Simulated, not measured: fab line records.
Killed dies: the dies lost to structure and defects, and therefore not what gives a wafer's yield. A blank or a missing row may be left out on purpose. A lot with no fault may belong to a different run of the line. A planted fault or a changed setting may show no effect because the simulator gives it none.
fab line records	flow gf180mcu	part 1 of 2: steps 1 to 30 of 42
[record] lots = 5	wafers = 15	last_day = 34
route steps=602 shown HV_LDD@198 NSD@235
lots with no fault: from the same line, run without faults
start_h: start of the lot's first displayed wafer, in hours after the record's first day	wait_h: hours elapsed since this lot's preceding step	" as in the row above	L1.1+2: a single row standing in for several wafers	- no value, or no start given	* or withheld: withheld	< > ~ a bound
route shown NAME@n: a module of which the file shows steps, and the number in the route of the first	usual: mean/standard deviation of fault-free wafers	same: alike in all rows	chamber/n: place in a boat	sites: readings site by site	_std_site: standard deviation of those values	_edge_site: outer sites' mean less inner sites'	radius_mm: how far each site lies from the wafer's centre	mask NAME#n: copy n	behind: the last tool/chamber to shape the wafer	hold: cause of the lot's hold/its duration in hours/its outcome	device: transistor that didn't switch, given as n, p or np	end of line: tests of these same wafers at the route's end	step lacking rows: just its recipe	killed: dies that structure and defects cost at the first sort, which is not the same as the wafer's yield	map: per-die view of a wafer (x killed, . not killed, _ where there is no die)
set.NAME: setting as actually run; set.NAME@STEP: the setting as run at that earlier step	model.NAME: the simulator's own value behind a step, which no gauge read
certain route steps with their lots: each step a table, each wafer a row
services: the hour from which a tool's chamber was out of use, counted from the record's first day as start_h (under 0 if before that day), plus the number of hours and why
[[steps]]
[step GF_HV_LDD_STRIP_22]
[recipe] chemistry = O2/N2	power_w = 1400	pressure_mtorr = 1500	platen_temp_c = 250	o2_flow_sccm = 3000	n2_flow_sccm = 300	overash_fraction = 0.5
[usual] drypump_motor_current_A = 5.7/0.32	heater_power_w = 351/29	oes_product_au = 0.716/0.0048	strip_time_to_endpoint_s = 12.63/0.036
lot.wafer	tool	chamber	start_h	wait_h	drypump_motor_current_A	heater_power_w	oes_product_au	rf_hours_counter_h	strip_time_to_endpoint_s
L075.3	plasma_asher-04	0	241.20	0.1	5.1	314	0.712	-	12.64
L075.4	"	1	"	"	5.4	371	0.726	-	12.66
L075.6	"	0	"	"	5.2	313	0.721	-	12.67
L080.3	plasma_asher-04	0	277.85	0.1	5.1	317	0.705	-	12.68
L080.4	"	1	"	"	5.4	376	0.709	-	12.60
L080.5	"	0	"	"	5.1	308	0.724	-	12.62
L087.1	plasma_asher-01	1	334.25	0.1	5.8	349	0.710	71	12.61
L087.2	"	0	"	"	5.6	328	0.710	71	12.59
L087.6	"	1	"	"	5.9	345	0.716	-	12.61
L095.2	plasma_asher-02	0	394.44	0.1	5.8	353	0.722	27	12.64
L095.4	"	1	"	"	6.3	412	0.716	-	12.65
L095.5	"	0	"	"	5.7	349	0.719	-	12.69
L097.3	plasma_asher-01	0	414.70	0.1	5.6	335	0.717	-	12.62
L097.5	"	0	"	"	5.7	322	0.718	-	12.63
L097.6	"	1	"	"	5.8	347	0.717	-	12.66
[step GF_HV_LDD_TW_MEAS_23]
[usual] HV_LDD_2_TW = 1060/11
lot.wafer	tool	chamber	start_h	wait_h	HV_LDD_2_TW
L075.3	film_metro-01	-	241.29	0.1	1076
L075.4	"	-	"	"	1069
L075.6	"	-	"	"	1070
L080.3	film_metro-03	-	277.94	0.1	1040
L080.4	"	-	"	"	1042
L080.5	"	-	"	"	1049
L087.1	film_metro-04	-	334.35	0.1	1066
L087.2	"	-	"	"	1069
L087.6	"	-	"	"	1064
L095.2	film_metro-04	-	394.55	0.1	1060
L095.4	"	-	"	"	1057
L095.5	"	-	"	"	1059
L097.3	film_metro-04	-	414.78	0.1	1058
L097.5	"	-	"	"	1057
L097.6	"	-	"	"	1058
[step GF_HV_LDD_DEHYDRATE_24]
[recipe] temp_c = 200	time_s = 60
lot.wafer	tool	chamber	start_h	wait_h
L075.3+4+6	litho_track-03	0	249.85	8.6
L080.3+4+5	litho_track-04	0	287.59	9.6
L087.1+2+6	litho_track-03	0	344.55	10.2
L095.2+4+5	litho_track-03	0	405.48	10.9
L097.3+5+6	litho_track-02	0	426.21	11.4
[step GF_HV_LDD_HMDS_25]
[recipe] prime_time_s = 60	prime_temp_c = 120
lot.wafer	tool	chamber	start_h	wait_h
L075.3+4+6	litho_track-03	0	250.00	0.1
L080.3+4+5	litho_track-04	0	287.74	0.1
L087.1+2+6	litho_track-03	0	344.70	0.1
L095.2+4+5	litho_track-03	0	405.63	0.1
L097.3+5+6	litho_track-02	0	426.36	0.1
[step GF_HV_LDD_COAT_26]
[recipe] resist = NOVOLAK	spin_rpm = 3000	resist_thk_nm = 1000
lot.wafer	tool	chamber	start_h	wait_h
L075.3+4+6	litho_track-03	0	250.15	0.1
L080.3+4+5	litho_track-04	0	287.89	0.1
L087.1+2+6	litho_track-03	0	344.85	0.1
L095.2+4+5	litho_track-03	0	405.78	0.1
L097.3+5+6	litho_track-02	0	426.51	0.1
[step GF_HV_LDD_SOFTBAKE_27]
[recipe] temp_c = 90	time_s = 60	resist = NOVOLAK
lot.wafer	tool	chamber	start_h	wait_h
L075.3+4+6	litho_track-03	0	250.30	0.1
L080.3+4+5	litho_track-04	0	288.04	0.1
L087.1+2+6	litho_track-03	0	345.00	0.1
L095.2+4+5	litho_track-03	0	405.93	0.1
L097.3+5+6	litho_track-02	0	426.66	0.1
[step GF_HV_LDD_EXPOSE_28]
[recipe] mask_id = Nplus_HV_AREA	target_cd_nm = 400	na = 0.6	source_shape = conventional	sigma_outer = 0.6	dose_mj = 140
lot.wafer	tool	chamber	start_h	wait_h	mask
L075.3+4+6	iline_stepper-01	0	-	-	Nplus_HV_AREA#0
L080.3+4+5	iline_stepper-01	0	-	-	Nplus_HV_AREA#0
L087.1+2+6	iline_stepper-02	0	-	-	Nplus_HV_AREA#0
L095.2+4+5	iline_stepper-01	0	-	-	Nplus_HV_AREA#0
L097.3+5+6	iline_stepper-01	0	-	-	Nplus_HV_AREA#0
[step GF_HV_LDD_PEB_29]
[recipe] temp_c = withheld	time_s = *	resist = NOVOLAK
lot.wafer	tool	chamber	start_h	wait_h
L075.3+4+6	litho_track-04	0	-	-
L080.3+4+5	litho_track-04	0	-	-
L087.1+2+6	litho_track-04	0	-	-
L095.2+4+5	litho_track-03	0	-	-
L097.3+5+6	litho_track-02	0	-	-
[step GF_HV_LDD_DEVELOP_30]
[recipe] develop_time_s = 60	dev_temp_c = 23
lot.wafer	tool	chamber	start_h	wait_h
L075.3+4+6	litho_track-04	0	259.14	0.1
L080.3+4+5	litho_track-04	0	297.29	0.1
L087.1+2+6	litho_track-04	0	356.19	0.1
L095.2+4+5	litho_track-03	0	417.98	0.1
L097.3+5+6	litho_track-02	0	438.71	0.1
[step GF_HV_LDD_CD_MEAS_31]
[recipe] target_cd_nm = 400
[usual] cd_nm = 399.8/2.3
lot.wafer	tool	chamber	start_h	wait_h	cd_nm
L075.3	cd_sem-02	-	259.28	0.1	398.9
L075.4	"	-	"	"	400.0
L075.6	"	-	"	"	399.7
L080.3	cd_sem-01	-	297.59	0.3	400.5
L080.4	"	-	"	"	402.3
L080.5	"	-	"	"	401.1
L087.1	cd_sem-01	-	356.34	0.1	398.9
L087.2	"	-	"	"	400.1
L087.6	"	-	"	"	398.7
L095.2	cd_sem-02	-	418.12	0.1	402.6
L095.4	"	-	"	"	401.9
L095.5	"	-	"	"	399.5
L097.3	cd_sem-01	-	438.85	0.1	394.7
L097.5	"	-	"	"	399.0
L097.6	"	-	"	"	399.2
[step GF_HV_LDD_OVL_MEAS_32]
[usual] HV_LDD_02_OVL = -0.2/1.3
lot.wafer	tool	chamber	start_h	wait_h	HV_LDD_02_OVL[nm]
L075.3	overlay-01	-	259.37	0.1	0.6
L075.4	"	-	"	"	0.5
L075.6	"	-	"	"	2.7
L080.3	overlay-01	-	297.68	0.1	0.7
L080.4	"	-	"	"	1.6
L080.5	"	-	"	"	-0.7
L087.1	overlay-01	-	356.46	0.1	-0.2
L087.2	"	-	"	"	0.3
L087.6	"	-	"	"	0.2
L095.2	overlay-01	-	418.23	0.1	1.9
L095.4	"	-	"	"	0.8
L095.5	"	-	"	"	1.7
L097.3	overlay-02	-	438.94	0.1	-0.6
L097.5	"	-	"	"	1.0
L097.6	"	-	"	"	2.7
[step GF_HV_LDD_IMPLANT_33]
[recipe] species = P	energy_kev = 60	dose_cm2 = 7.5e+12	tilt_deg = 30	rotation_deg = 0
[usual] beam_on_s = 10.00/0.23	tilt_deg = 29.998/0.022
lot.wafer	tool	chamber	start_h	wait_h	beam_on_s	tilt_deg
L075.3	implanter-01	0	259.45	0.1	10.26	29.982
L075.4	"	0	"	"	10.24	29.986
L075.6	"	0	"	"	10.17	30.005
L080.3	implanter-04	0	297.76	0.1	9.80	30.037
L080.4	"	0	"	"	10.23	30.007
L080.5	"	0	"	"	10.13	30.006
L087.1	implanter-02	0	356.49	0.0	10.11	29.967
L087.2	"	0	"	"	9.82	29.986
L087.6	"	0	"	"	10.50	30.032
L095.2	implanter-04	0	418.28	0.0	10.21	29.970
L095.4	"	0	"	"	10.18	30.003
L095.5	"	0	"	"	9.91	30.003
L097.3	implanter-04	0	439.01	0.1	10.26	29.988
L097.5	"	0	"	"	10.03	29.973
L097.6	"	0	"	"	9.68	30.004
[step GF_HV_LDD_IMPLANT_34]
[recipe] species = P	energy_kev = 60	dose_cm2 = 7.5e+12	tilt_deg = 30	rotation_deg = 90
[usual] beam_on_s = 9.99/0.21	tilt_deg = 30.003/0.02
lot.wafer	tool	chamber	start_h	wait_h	beam_on_s	tilt_deg
L075.3	implanter-01	0	259.60	0.1	9.94	30.022
L075.4	"	0	"	"	10.04	29.993
L075.6	"	0	"	"	10.08	29.998
L080.3	implanter-04	0	297.91	0.1	10.28	30.003
L080.4	"	0	"	"	10.19	30.022
L080.5	"	0	"	"	10.12	29.992
L087.1	implanter-02	0	356.64	0.1	10.03	30.000
L087.2	"	0	"	"	9.95	30.021
L087.6	"	0	"	"	10.05	30.024
L095.2	implanter-04	0	418.43	0.1	10.09	30.045
L095.4	"	0	"	"	10.11	29.992
L095.5	"	0	"	"	9.86	30.024
L097.3	implanter-04	0	439.16	0.1	10.23	30.017
L097.5	"	0	"	"	9.79	30.021
L097.6	"	0	"	"	9.87	30.009
[step GF_HV_LDD_IMPLANT_35]
[recipe] species = P	energy_kev = 60	dose_cm2 = 7.5e+12	tilt_deg = 30	rotation_deg = 180
[usual] beam_on_s = 10.00/0.2	tilt_deg = 29.999/0.023
lot.wafer	tool	chamber	start_h	wait_h	beam_on_s	tilt_deg
L075.3	implanter-01	0	259.75	0.1	9.81	29.982
L075.4	"	0	"	"	9.85	29.986
L075.6	"	0	"	"	9.83	30.006
L080.3	implanter-04	0	298.06	0.1	10.03	29.991
L080.4	"	0	"	"	9.76	30.002
L080.5	"	0	"	"	10.26	30.015
L087.1	implanter-02	0	356.79	0.1	9.70	30.009
L087.2	"	0	"	"	10.21	30.004
L087.6	"	0	"	"	10.15	29.987
L095.2	implanter-04	0	418.58	0.1	9.80	29.957
L095.4	"	0	"	"	10.02	29.984
L095.5	"	0	"	"	9.84	30.012
L097.3	implanter-04	0	439.31	0.1	10.05	29.977
L097.5	"	0	"	"	9.70	29.957
L097.6	"	0	"	"	9.94	29.965
[step GF_HV_LDD_IMPLANT_36]
[recipe] species = P	energy_kev = 60	dose_cm2 = 7.5e+12	tilt_deg = 30	rotation_deg = 270
[usual] beam_on_s = 10.02/0.19	tilt_deg = 30.000/0.02
lot.wafer	tool	chamber	start_h	wait_h	beam_on_s	tilt_deg
L075.3	implanter-01	0	259.90	0.1	10.17	30.031
L075.4	"	0	"	"	10.17	30.024
L075.6	"	0	"	"	9.79	30.022
L080.3	implanter-04	0	298.21	0.1	10.02	29.984
L080.4	"	0	"	"	10.27	29.993
L080.5	"	0	"	"	10.07	29.983
L087.1	implanter-02	0	356.94	0.1	9.82	29.999
L087.2	"	0	"	"	9.77	29.964
L087.6	"	0	"	"	9.98	29.996
L095.2	implanter-04	0	418.73	0.1	9.84	29.971
L095.4	"	0	"	"	10.26	29.970
L095.5	"	0	"	"	9.77	29.995
L097.3	implanter-04	0	439.46	0.1	9.65	29.978
L097.5	"	0	"	"	10.04	29.988
L097.6	"	0	"	"	9.97	30.004
[step GF_HV_LDD_STRIP_37]
[recipe] chemistry = O2/N2	power_w = 1400	pressure_mtorr = 1500	platen_temp_c = 250	o2_flow_sccm = 3000	n2_flow_sccm = 300	overash_fraction = 0.5
[usual] drypump_motor_current_A = 5.6/0.38	heater_power_w = 356/33	oes_product_au = 0.716/0.0043	strip_time_to_endpoint_s = 12.64/0.036
lot.wafer	tool	chamber	start_h	wait_h	drypump_motor_current_A	heater_power_w	oes_product_au	rf_hours_counter_h	strip_time_to_endpoint_s
L075.3	plasma_asher-02	0	260.03	0.1	5.8	354	0.713	-	12.70
L075.4	"	1	"	"	6.3	404	0.722	-	12.68
L075.6	"	1	"	"	6.3	427	0.717	-	12.67
L080.3	plasma_asher-01	0	298.34	0.1	5.6	328	0.715	-	12.68
L080.4	"	1	"	"	5.8	358	0.710	-	12.68
L080.5	"	0	"	"	5.6	332	0.714	-	12.65
L087.1	plasma_asher-01	0	357.09	0.1	5.6	340	0.713	73	12.63
L087.2	"	1	"	"	5.8	342	0.712	73	12.62
L087.6	"	1	"	"	5.9	362	0.717	-	12.67
L095.2	plasma_asher-04	0	418.86	0.1	5.2	317	0.715	78	12.64
L095.4	"	1	"	"	5.4	375	0.711	-	12.62
L095.5	"	0	"	"	5.1	315	0.720	-	12.63
L097.3	plasma_asher-01	0	439.60	0.1	5.6	347	0.719	-	12.63
L097.5	"	1	"	"	5.9	350	0.729	-	12.61
L097.6	"	0	"	"	5.6	342	0.711	-	12.59
[step GF_HV_LDD_TW_MEAS_38]
[usual] HV_LDD_3_TW = 1443/13
lot.wafer	tool	chamber	start_h	wait_h	HV_LDD_3_TW
L075.3	film_metro-03	-	260.12	0.1	1427
L075.4	"	-	"	"	1433
L075.6	"	-	"	"	1430
L080.3	film_metro-03	-	298.43	0.1	1426
L080.4	"	-	"	"	1431
L080.5	"	-	"	"	1437
L087.1	film_metro-04	-	357.19	0.1	1435
L087.2	"	-	"	"	1440
L087.6	"	-	"	"	1441
L095.2	film_metro-01	-	418.97	0.1	1452
L095.4	"	-	"	"	1463
L095.5	"	-	"	"	1453
L097.3	film_metro-01	-	439.68	0.1	1461
L097.5	"	-	"	"	1455
L097.6	"	-	"	"	1458
[step GF_HV_LDD_DEHYDRATE_39]
[recipe] temp_c = 200	time_s = 60
lot.wafer	tool	chamber	start_h	wait_h
L075.3+4+6	litho_track-03	0	268.85	8.7
L080.3+4+5	litho_track-02	0	308.96	10.5
L087.1+2+6	litho_track-02	0	367.41	10.2
L095.2+4+5	litho_track-03	0	431.17	12.2
L097.3+5+6	litho_track-02	0	451.41	11.7
[step GF_HV_LDD_HMDS_40]
[recipe] prime_time_s = 60	prime_temp_c = 120
lot.wafer	tool	chamber	start_h	wait_h
L075.3+4+6	litho_track-03	0	269.00	0.1
L080.3+4+5	litho_track-02	0	309.11	0.1
L087.1+2+6	litho_track-02	0	367.56	0.1
L095.2+4+5	litho_track-03	0	431.32	0.1
L097.3+5+6	litho_track-02	0	451.56	0.1
[step GF_HV_LDD_COAT_41]
[recipe] resist = NOVOLAK	spin_rpm = 3000	resist_thk_nm = 1000
lot.wafer	tool	chamber	start_h	wait_h
L075.3+4+6	litho_track-03	0	269.15	0.1
L080.3+4+5	litho_track-02	0	309.26	0.1
L087.1+2+6	litho_track-02	0	367.71	0.1
L095.2+4+5	litho_track-03	0	431.47	0.1
L097.3+5+6	litho_track-02	0	451.71	0.1
[step GF_HV_LDD_SOFTBAKE_42]
[recipe] temp_c = 90	time_s = 60	resist = NOVOLAK
lot.wafer	tool	chamber	start_h	wait_h
L075.3+4+6	litho_track-03	0	269.30	0.1
L080.3+4+5	litho_track-02	0	309.41	0.1
L087.1+2+6	litho_track-02	0	367.86	0.1
L095.2+4+5	litho_track-03	0	431.62	0.1
L097.3+5+6	litho_track-02	0	451.86	0.1
[step GF_HV_LDD_EXPOSE_43]
[recipe] mask_id = Pplus_HV_AREA	target_cd_nm = 400	na = 0.6	source_shape = conventional	sigma_outer = 0.6	dose_mj = 140
lot.wafer	tool	chamber	start_h	wait_h	mask
L075.3+4+6	iline_stepper-02	0	-	-	Pplus_HV_AREA#0
L080.3+4+5	iline_stepper-01	0	-	-	Pplus_HV_AREA#0
L087.1+2+6	iline_stepper-01	0	-	-	Pplus_HV_AREA#0
L095.2+4+5	iline_stepper-02	0	-	-	Pplus_HV_AREA#0
L097.3+5+6	iline_stepper-01	0	-	-	Pplus_HV_AREA#0
[step GF_HV_LDD_PEB_44]
[recipe] temp_c = withheld	time_s = *	resist = NOVOLAK
lot.wafer	tool	chamber	start_h	wait_h
L075.3+4+6	litho_track-04	0	-	-
L080.3+4+5	litho_track-02	0	-	-
L087.1+2+6	litho_track-02	0	-	-
L095.2+4+5	litho_track-03	0	-	-
L097.3+5+6	litho_track-03	0	-	-
[step GF_HV_LDD_DEVELOP_45]
[recipe] develop_time_s = 60	dev_temp_c = 23
lot.wafer	tool	chamber	start_h	wait_h
L075.3+4+6	litho_track-04	0	278.54	0.1
L080.3+4+5	litho_track-02	0	319.36	0.1
L087.1+2+6	litho_track-02	0	378.96	0.1
L095.2+4+5	litho_track-03	0	443.72	0.1
L097.3+5+6	litho_track-03	0	464.00	0.1
[step GF_HV_LDD_CD_MEAS_46]
[recipe] target_cd_nm = 400
[usual] cd_nm = 400.5/1.9
lot.wafer	tool	chamber	start_h	wait_h	cd_nm
L075.3	cd_sem-02	-	278.68	0.1	398.4
L075.4	"	-	"	"	398.1
L075.6	"	-	"	"	397.1
L080.3	cd_sem-02	-	319.50	0.1	399.8
L080.4	"	-	"	"	399.1
L080.5	"	-	"	"	398.8
L087.1	cd_sem-01	-	379.11	0.1	400.2
L087.2	"	-	"	"	397.2
L087.6	"	-	"	"	398.1
L095.2	cd_sem-01	-	443.87	0.1	401.9
L095.4	"	-	"	"	401.3
L095.5	"	-	"	"	402.9
L097.3	cd_sem-01	-	464.14	0.1	401.2
L097.5	"	-	"	"	401.9
L097.6	"	-	"	"	402.0
[step GF_HV_LDD_OVL_MEAS_47]
[usual] HV_LDD_03_OVL = 0.0/1.4
lot.wafer	tool	chamber	start_h	wait_h	HV_LDD_03_OVL[nm]
L075.3	overlay-02	-	278.77	0.1	-0.5
L075.4	"	-	"	"	-1.0
L075.6	"	-	"	"	-2.9
L080.3	overlay-02	-	319.59	0.1	-1.2
L080.4	"	-	"	"	0.8
L080.5	"	-	"	"	1.2
L087.1	overlay-01	-	379.23	0.1	0.9
L087.2	"	-	"	"	0.7
L087.6	"	-	"	"	1.5
L095.2	overlay-02	-	443.98	0.1	-0.1
L095.4	"	-	"	"	2.5
L095.5	"	-	"	"	-1.3
L097.3	overlay-01	-	464.23	0.1	3.6
L097.5	"	-	"	"	2.1
L097.6	"	-	"	"	1.9
[step GF_HV_LDD_IMPLANT_48]
[recipe] species = B	energy_kev = 25	dose_cm2 = 3e+13	tilt_deg = 7
[usual] beam_on_s = 9.98/0.2	tilt_deg = 7.001/0.019
lot.wafer	tool	chamber	start_h	wait_h	beam_on_s	tilt_deg
L075.3	implanter-04	0	278.85	0.1	9.80	6.995
L075.4	"	0	"	"	9.71	6.970
L075.6	"	0	"	"	10.05	7.000
L080.3	implanter-01	0	319.66	0.1	10.15	7.024
L080.4	"	0	"	"	10.13	7.011
L080.5	"	0	"	"	9.74	6.983
L087.1	implanter-01	0	379.26	0.0	9.99	6.976
L087.2	"	0	"	"	9.97	6.982
L087.6	"	0	"	"	9.99	7.006
L095.2	implanter-04	0	444.03	0.0	9.90	6.987
L095.4	"	0	"	"	9.92	6.981
L095.5	"	0	"	"	10.04	6.979
L097.3	implanter-04	0	464.31	0.1	10.21	7.014
L097.5	"	0	"	"	9.99	6.992
L097.6	"	0	"	"	9.68	7.023
[step GF_HV_LDD_STRIP_49]
[recipe] chemistry = O2/N2	power_w = 1400	pressure_mtorr = 1500	platen_temp_c = 250	o2_flow_sccm = 3000	n2_flow_sccm = 300	overash_fraction = 0.5
[usual] drypump_motor_current_A = 5.6/0.34	heater_power_w = 351/29	oes_product_au = 0.716/0.0049	strip_time_to_endpoint_s = 12.63/0.039
lot.wafer	tool	chamber	start_h	wait_h	drypump_motor_current_A	heater_power_w	oes_product_au	rf_hours_counter_h	strip_time_to_endpoint_s
L075.3	plasma_asher-01	0	278.98	0.1	5.6	336	0.713	-	12.62
L075.4	"	1	"	"	5.8	358	0.716	-	12.63
L075.6	"	0	"	"	5.6	332	0.717	-	12.62
L080.3	plasma_asher-01	1	319.80	0.1	5.8	353	0.704	-	12.57
L080.4	"	0	"	"	5.6	330	0.707	-	12.60
L080.5	"	0	"	"	5.6	333	0.713	-	12.59
L087.1	plasma_asher-04	1	379.41	0.1	5.4	372	0.722	74	12.66
L087.2	"	0	"	"	5.1	315	0.714	74	12.65
L087.6	"	0	"	"	5.2	315	0.716	-	12.63
L095.2	plasma_asher-04	1	444.16	0.1	5.4	367	0.714	81	12.56
L095.4	"	0	"	"	5.1	318	0.723	-	12.58
L095.5	"	0	"	"	5.1	319	0.716	-	12.56
L097.3	plasma_asher-01	1	464.44	0.1	5.8	351	0.725	-	12.65
L097.5	"	1	"	"	5.9	342	0.713	-	12.66
L097.6	"	0	"	"	5.6	351	0.713	-	12.65
[step GF_HV_LDD_TW_MEAS_50]
[usual] HV_LDD_4_TW = 573/6
lot.wafer	tool	chamber	start_h	wait_h	HV_LDD_4_TW
L075.3	film_metro-03	-	279.07	0.1	568
L075.4	"	-	"	"	565
L075.6	"	-	"	"	565
L080.3	film_metro-04	-	319.88	0.1	577
L080.4	"	-	"	"	576
L080.5	"	-	"	"	573
L087.1	film_metro-03	-	379.51	0.1	569
L087.2	"	-	"	"	569
L087.6	"	-	"	"	568
L095.2	film_metro-01	-	444.27	0.1	578
L095.4	"	-	"	"	577
L095.5	"	-	"	"	573
L097.3	film_metro-01	-	464.53	0.1	582
L097.5	"	-	"	"	581
L097.6	"	-	"	"	583
[step GF_HV_LDD_CLEAN_51]
[recipe] chemistry = SC1/SC2	mix = 1:4:20	temp_c = 70	time_s = 150	dry = n2_spin
lot.wafer	tool	chamber	start_h	wait_h
L075.3+4+6	wet_bench-04	1	279.11	0.0
L080.3+4+5	wet_bench-01	3	319.92	0.0
L087.1+2+6	wet_bench-04	2	379.57	0.1
L095.2+4+5	wet_bench-04	1	444.32	0.0
L097.3+5+6	wet_bench-02	1	464.57	0.0
